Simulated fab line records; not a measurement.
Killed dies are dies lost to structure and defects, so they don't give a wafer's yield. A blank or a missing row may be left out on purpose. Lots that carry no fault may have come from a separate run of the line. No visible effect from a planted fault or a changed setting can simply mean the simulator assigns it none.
Chamber matching    flow gf180mcu    4 sister chambers for GF_V4_CMP_26 on cmp-02
The step polishes, stops on SiO2, t overpolish 15 s, target thk 0 nm. 22 wafers are shown with their chamber, then 11 later ones without.

== EACH WAFER AND ITS CHAMBER ==
wafer   chamber  motor_current_A (A)  time_to_endpoint_s (s)  edge_zone_pressure_frac
L076.1  3        10.4                 82                      1.004
L076.2  1        10.9                 77                      0.993
L076.3  0        9.6                  80                      1.001
L081.2  0        9.7                  82                      1.004
L081.4  2        10.5                 74                      0.998
L081.6  0        9.7                  83                      0.998
L082.2  3        10.2                 86                      0.991
L082.3  2        10.4                 76                      0.994
L082.6  3        10.0                 87                      0.988
L084.3  0        10.0                 83                      0.992
L084.4  1        10.9                 82                      1.005
L084.5  1        10.1                 81                      1.003
L085.1  0        9.7                  84                      1.007
L085.5  0        9.9                  87                      1.007
L085.6  1        10.6                 86                      0.997
L087.2  1        10.4                 84                      0.997
L087.3  0        10.1                 86                      1.005
L087.5  1        10.1                 86                      1.005
L088.1  1        10.7                 87                      0.996
L088.4  2        10.4                 83                      0.998
L088.6  2        10.0                 85                      1.003
L092.1  2        10.3                 77                      0.996

SIGNATURES (averages over the wafers above)
reading                  chamber 0  chamber 1  chamber 2  chamber 3  scatter within a chamber
motor_current_A          9.814      10.529     10.320     10.200     0.251
time_to_endpoint_s       83.57      83.29      79.00      85.00      3.44
edge_zone_pressure_frac  1.00200    0.99943    0.99780    0.99433    0.00532
Rule: for each reading, subtract the chamber's mean from the wafer's reading, divide by that reading's scatter and square the result; add these up over the readings and take the root, which gives the wafer's distance from the chamber. The wafer belongs to the nearest chamber; if the next one is less than 2 further off, it can't be placed. The scatter: the root of (the sum of the squares of (reading less its chamber's mean) over the shown wafers, divided by (wafers less chambers)).

== WAFERS WHOSE CHAMBER IS MISSING ==
wafer   motor_current_A (A)  time_to_endpoint_s (s)  edge_zone_pressure_frac
L092.2  10.0                 84                      0.998
L092.4  10.2                 81                      1.001
L093.3  10.3                 79                      0.999
L093.4  10.3                 83                      1.002
L093.5  10.4                 79                      1.003
L095.2  9.8                  82                      1.003
L095.4  10.4                 83                      0.993
L095.6  10.6                 81                      0.995
L097.2  10.4                 77                      0.999
L097.4  9.6                  83                      0.987
L097.5  10.1                 86                      0.991

== THE CHAMBER EACH PASSED THROUGH ==
wafer   from the rows above                in truth
L092.2  can't be placed: 0 or 3 or 2 or 1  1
L092.4  can't be placed: 2 or 1 or 3 or 0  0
L093.3  can't be placed: 2 or 1 or 3       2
L093.4  can't be placed: 1 or 2 or 3 or 0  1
L093.5  can't be placed: 2 or 1 or 3 or 0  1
L095.2  can't be placed: 0 or 3 or 2       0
L095.4  can't be placed: 3 or 1 or 2 or 0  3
L095.6  can't be placed: 1 or 2 or 3       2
L097.2  can't be placed: 2 or 1 or 3       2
L097.4  can't be placed: 3 or 0 or 2 or 1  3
L097.5  can't be placed: 3 or 1 or 0 or 2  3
Correct placement for 0 of the 11. Unplaceable from these rows: 11, with the true chamber sitting among the candidates in 11. Placed wrongly: 0.
